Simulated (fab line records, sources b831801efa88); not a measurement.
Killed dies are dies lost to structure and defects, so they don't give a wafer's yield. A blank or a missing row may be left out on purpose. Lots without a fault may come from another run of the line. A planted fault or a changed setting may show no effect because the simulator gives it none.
A struck lot beside a sound one | flow gf180mcu | 37 steps out of a route of 602
Sound: wafers L607.1, L607.2, L607.3. Struck: wafers L596.5, L596.6. (L596.2 of the same lot was not struck and is left out.) The cause comes at the end.
At each step with rows: each side's tool, then ch and its chambers, then its first start. Under that, the readings that differ: sound wafers | struck wafers | difference of the means | sigmas: that difference in standard deviations of wafers without a fault.
alike: readings whose means differ by less than 2 such deviations, and words and numbers that are the same on both sides. not compared: withheld readings, readings that some wafer has no value for, bounds like >300 that may hide the same value, and numbers for which the record gives no deviation and whose values overlap.
The two part at a step that has a row with sigmas, a row that says differs or no value, or rows on one side only. Numbers that don't overlap but have no deviation are shown without sigmas and don't part them. A reading that every wafer of one side lacks parts them only if that side has two wafers or more.

first, 2 steps without rows for these wafers: GF_M4_PEB_12 (peb time 90 s); GF_M4_DEVELOP_13 (develop time 60 s).
GF_M4_CD_MEAS_14: target cd 280 nm.
  sound on cd_sem-01, day 29 05:12; struck on cd_sem-02, day 26 04:16
  alike: cd_nm
GF_M4_OVL_MEAS_15:
  sound on overlay-01, day 29 05:19; struck on overlay-02, day 26 04:23
  reading     | sound    | struck | difference | sigmas
  M4_OVL (nm) | 1 -11 -9 | 6 2    | +10        | +2
GF_M4_METAL_ETCH_16: etches the open film in Cl2/BCl3, stops on SiO2, target depth 627.5 nm, time 104.6 s.
  sound on rie_metal-04 ch 0, day 29 05:22; struck on rie_metal-04 ch 0,1, day 26 04:25
  alike: drypump_motor_current_A, oes_product_au, throttle_valve_pct
  not compared: rf_hours_counter_h
GF_M4_STRIP_17: strips in O2/N2.
  sound on plasma_asher-04 ch 0,1, day 29 05:35; struck on plasma_asher-01 ch 0,1, day 26 04:31
  alike: drypump_motor_current_A, heater_power_w, oes_product_au, strip_time_to_endpoint_s
  not compared: rf_hours_counter_h
then, 3 steps without rows for these wafers: GF_M4_STRIP_18 (strips in post etch residue remover, time 1200 s); GF_M4_CLEAN_19 (cleans in DIW); GF_V4_CVD_00 (deposits SiO2, target thk 600 nm, time 100 s).
GF_V4_THK_MEAS_01:
  sound on film_metro-04, day 29 06:11; struck on film_metro-01, day 26 05:08
  alike: V4_CVD_00_THK
GF_V4_CVD_02: deposits SiO2 from TEOS, target thk 850 nm, time 94.851 s.
  sound on pecvd-02 ch 0,1,2, day 29 06:15; struck on pecvd-02 ch 0,1, day 26 05:11
  reading               | sound    | struck | difference                    | sigmas
  since_wet_clean_h (h) | 73 73 73 | - -    | no value on the struck wafers |
  alike: heater_power_w
GF_V4_THK_MEAS_03:
  sound on film_metro-01, day 29 06:19; struck on film_metro-03, day 26 05:16
  alike: V4_CVD_02_THK
GF_V4_CMP_04: polishes SiO2.
  sound on cmp-01 ch 0,1,2, day 29 06:39; struck on cmp-01 ch 0,3, day 26 05:19
  reading                             | sound             | struck      | difference | sigmas
  time_to_endpoint_s (s)              | 80 77 75          | 17 24       | -57        | -8
  model.SiO2_of_V4_CVD_02.thk_nm (nm) | 630.6 630.6 631.2 | 788.8 789.3 | +158.2     |
  alike: head_pressure_psi, motor_current_A
GF_V4_BOW_MEAS_05:
  sound on film_metro-01, day 29 06:57; struck on film_metro-04, day 26 05:38
  alike: V4_BOW
then, 8 steps without rows for these wafers: GF_V4_DEHYDRATE_06 (time 60 s); GF_V4_HMDS_07 (prime time 60 s); GF_V4_COAT_08; GF_V4_COAT_09 (resist thk 1000 nm); GF_V4_SOFTBAKE_10 (time 60 s); GF_V4_EXPOSE_11 (exposes mask Via4, target cd 260 nm); GF_V4_PEB_12 (peb time 90 s); GF_V4_DEVELOP_13 (develop time 60 s).
GF_V4_CD_MEAS_14: target cd 260 nm.
  sound on cd_sem-02, day 30 02:24; struck on cd_sem-02, day 27 02:59
  alike: cd_nm
GF_V4_OVL_MEAS_15:
  sound on overlay-02, day 30 02:31; struck on overlay-02, day 27 03:06
  alike: V4_OVL
then, 1 step without rows for these wafers: GF_V4_ETCH_16 (etches BARC in N2/H2).
GF_V4_ETCH_17: etches SiO2 in C4F8/O2/Ar, stops on TiN, target depth 630 nm.
  sound on rie_diel-04 ch 0,1,3; struck on rie_diel-02 ch 0,1
  reading                        | sound             | struck      | difference | sigmas
  oes_product_au (a.u.)          | 0.859 0.850 0.852 | 0.975 0.976 | +0.122     | +26
  model.V4.feature_depth_nm (nm) | 630.6 630.6 631.2 | 788.8 789.3 | +158.2     |
  model.etch.depth_nm (nm)       | 630.6 630.6 631.2 | 788.8 789.3 | +158.2     |
then, 5 steps without rows for these wafers: GF_V4_STRIP_18 (strips in O2/N2); GF_V4_STRIP_19 (strips in post etch residue remover, time 1200 s); GF_V4_CLEAN_20 (cleans in DIW); GF_V4_SPUTTER_21 (material Ti, target thk 15 nm, time 80.02 s); GF_V4_SPUTTER_22 (material TiN, target thk 10 nm, time 40 s).
GF_V4_CVD_23: deposits W, target thk 350 nm, time 104.9 s.
  sound on cvd_w-02 ch 0,1, day 30 03:19; struck on cvd_w-01 ch 0,1, day 27 03:53
  alike: heater_power_w
  not compared: since_wet_clean_h
GF_V4_RS_MEAS_24: measures by four-point-probe.
  sound on film_metro-03, day 30 03:26; struck on film_metro-03, day 27 04:01
  alike: V4_W_RS
GF_V4_THK_MEAS_25: measures by xrf.
  sound on film_metro-03, day 30 03:33; struck on film_metro-03, day 27 04:08
  alike: V4_W_THK
GF_V4_CMP_26: polishes, stops on SiO2, t overpolish 15 s, target thk 0 nm.
  sound on cmp-01 ch 0,1,2, day 30 03:37; struck on cmp-02 ch 2,3, day 27 04:11
  reading                             | sound             | struck      | difference | sigmas
  model.SiO2_of_V4_CVD_02.thk_nm (nm) | 626.8 626.8 627.4 | 785.1 785.5 | +158.3     |
  alike: head_pressure_psi, motor_current_A
GF_MIM_SPUTTER_00: material Ti, target thk 37.5 nm, time 150 s.
  sound on pvd_sputter-01, day 30 03:55; struck on pvd_sputter-03, day 27 04:29
  alike: throttle_valve_pct
-- the record jumps here: 4 days lie between the struck wafers' starts before and after (it left off in module MIM and takes up again in module PASSIVATION, whose first step shown is number 602 of the route) --
GF_PASSIVATION_PROBE_99:
  sound on prober-02, day 34 01:55; struck on prober-02, day 31 14:14
  reading                       | sound             | struck      | difference | sigmas
  model.etest.via4_chain.rc_ohm | 6.291 6.453 6.535 | 8.483 9.127 | +2.379     |

WHERE THEY PART
First at GF_M4_OVL_MEAS_15; last, within this record, at GF_V4_ETCH_17. Later steps at which nothing parts them and some readings are alike: GF_V4_CVD_23, GF_V4_RS_MEAS_24, GF_V4_THK_MEAS_25, GF_V4_CMP_26, GF_MIM_SPUTTER_00.

WHY: what the simulator had put in
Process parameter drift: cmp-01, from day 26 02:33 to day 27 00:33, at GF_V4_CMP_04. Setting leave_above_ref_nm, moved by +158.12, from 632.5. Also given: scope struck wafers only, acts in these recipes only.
